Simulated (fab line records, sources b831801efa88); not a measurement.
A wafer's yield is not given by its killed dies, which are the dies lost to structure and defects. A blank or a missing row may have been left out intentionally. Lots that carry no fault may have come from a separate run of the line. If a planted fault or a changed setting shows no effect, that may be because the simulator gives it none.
Check of tool commonality -- flow sky130 -- Sampled: 11 lots, 33 wafers

== REASON IT WAS OPENED ==
SKY_SONOS_ONO_THK_MEAS_01, reading SONOS_ONO_OXIDATION_THK: flagged on 2 of 11 lots. No-fault wafers: 2.61 nm, standard deviation 0.057.
Rule: flag the lot when none of its wafers has a number, or when each of its wafers that has one lies beyond 4 standard deviations from that mean. The other lots count as sound.

lot,measured,on,"SONOS_ONO_OXIDATION_THK (nm), wafer by wafer",flag
L473,day 12 07:02,film-metro-03,2.52 2.53 2.59,
L474,day 12 11:46,film-metro-03,2.57 2.59 2.54,
L475,day 13 09:16,film-metro-03,2.64 2.69 2.67,
L479,day 14 09:22,film-metro-01,1.97 1.97 2.02,FLAGGED
L481,day 15 07:05,film-metro-04,1.98 1.96 1.98,FLAGGED
L486,day 16 18:46,film-metro-04,2.67 2.62 2.61,
L488,day 17 12:38,film-metro-04,2.66 2.63 2.60,
L489,day 18 01:45,film-metro-04,2.61 2.62 2.60,
L490,day 18 07:32,film-metro-03,2.63 2.65 2.72,
L491,day 18 10:22,film-metro-01,2.61 2.69 2.66,
L493,day 19 03:00,film-metro-03,2.62 2.55 2.66,
On average the flagged lots' numbers are 1.98 nm, which is -0.63 nm against the usual, or -11 standard deviations.

== WHICH TOOL EACH LOT WENT THROUGH ==
The record holds 3 process steps before the reading, out of a route of 708 steps. In each cell: the tool, then ch and the chambers that the sampled wafers went through, then the start.
lot,flag,SKY_VT_ADJUST_HVTP_STRIP_10,SKY_VT_ADJUST_PCH_STRIP_09,SKY_SONOS_ONO_OXIDATION_00
L473,,"plasma-asher-04 ch 0,1, day 6 17:02","plasma-asher-02 ch 0,1, day 11 04:37","furnace-02 ch 0, day 12 05:41"
L474,,"plasma-asher-04 ch 0,1, day 6 23:49","plasma-asher-04 ch 0,1, day 11 09:40","furnace-02 ch 0, day 12 10:25"
L475,,"plasma-asher-04 ch 0, day 7 11:58","plasma-asher-04 ch 0,1, day 12 03:45","furnace-02 ch 0, day 13 07:54"
L479,FLAGGED,"plasma-asher-03 ch 0,1, day 8 11:23","plasma-asher-02 ch 0,1, day 13 06:01","furnace-02 ch 0, day 14 08:00"
L481,FLAGGED,"plasma-asher-04 ch 0,1, day 9 04:22","plasma-asher-03 ch 0,1, day 14 01:05","furnace-02 ch 0, day 15 05:43"
L486,,"plasma-asher-04 ch 0,1, day 10 07:50","plasma-asher-03 ch 0,1, day 15 13:04","furnace-01 ch 0, day 16 17:25"
L488,,"plasma-asher-04 ch 0,1, day 10 21:40","plasma-asher-03 ch 0,1, day 16 05:47","furnace-01 ch 0, day 17 11:16"
L489,,"plasma-asher-02 ch 0,1, day 11 07:14","plasma-asher-03 ch 0,1, day 16 17:33","furnace-01 ch 0, day 18 00:25"
L490,,"plasma-asher-03 ch 0,1, day 11 12:36","plasma-asher-03 ch 0,1, day 17 00:13","furnace-02 ch 0, day 18 06:10"
L491,,"plasma-asher-03 ch 0,1, day 11 15:19","plasma-asher-02 ch 0, day 17 02:18","furnace-02 ch 0, day 18 09:01"
L493,,"plasma-asher-04 ch 0,1, day 12 05:29","plasma-asher-03 ch 0,1, day 17 18:24","furnace-01 ch 0, day 19 01:39"
What is done by these steps:
- SKY_VT_ADJUST_HVTP_STRIP_10: strips in O2/N2.
- SKY_VT_ADJUST_PCH_STRIP_09: strips in O2/N2.
- SKY_SONOS_ONO_OXIDATION_00: stabilise 600 s, purge 300 s, target thk 2.6 nm.
- SKY_SONOS_ONO_THK_MEAS_01

== FLAGGED AGAINST TOTAL, ONE TOOL AT A TIME (gauges that did the reading follow at the end) ==
step,tool,lots run,flagged,share of the flagged lots,sound lots run after its first flagged lot
SKY_VT_ADJUST_HVTP_STRIP_10,plasma-asher-02,1,0,none,-
SKY_VT_ADJUST_HVTP_STRIP_10,plasma-asher-03,3,1,some,"2 (L490,L491)"
SKY_VT_ADJUST_HVTP_STRIP_10,plasma-asher-04,7,1,some,"3 (L486,L488,L493)"
SKY_VT_ADJUST_PCH_STRIP_09,plasma-asher-02,3,1,some,1 (L491)
SKY_VT_ADJUST_PCH_STRIP_09,plasma-asher-03,6,1,some,"5 (L486,L488,L489,L490,L493)"
SKY_VT_ADJUST_PCH_STRIP_09,plasma-asher-04,2,0,none,-
SKY_SONOS_ONO_OXIDATION_00,furnace-01,4,0,none,-
SKY_SONOS_ONO_OXIDATION_00,furnace-02,7,2,all,"2 (L490,L491)"
SKY_SONOS_ONO_THK_MEAS_01,film-metro-01,2,1,some,1 (L491)
SKY_SONOS_ONO_THK_MEAS_01,film-metro-03,5,0,none,-
SKY_SONOS_ONO_THK_MEAS_01,film-metro-04,4,1,some,"3 (L486,L488,L489)"

== WHAT THE TABLE ALLOWS ==
In the table, 1 row covers all flagged lots: furnace-02 at SKY_SONOS_ONO_OXIDATION_00.
- furnace-02 at SKY_SONOS_ONO_OXIDATION_00: 2 of its 7 lots flagged. Lots that were sound ran on it after the first flagged one (L490, L491); a persistent fault on the entire tool would not allow that. Its own readings lie more than 4 standard deviations out on every wafer of the flagged lots: spike-tc-bottom-C, spike-tc-centre-C, spike-tc-lower-C, spike-tc-top-C, spike-tc-upper-C, tube-center-temp-C, tube_center_temp_C_max.
Every row of the table either missed a flagged lot or ran a sound lot after the first.

== WHAT THE SIMULATOR HAD PUT IN ==
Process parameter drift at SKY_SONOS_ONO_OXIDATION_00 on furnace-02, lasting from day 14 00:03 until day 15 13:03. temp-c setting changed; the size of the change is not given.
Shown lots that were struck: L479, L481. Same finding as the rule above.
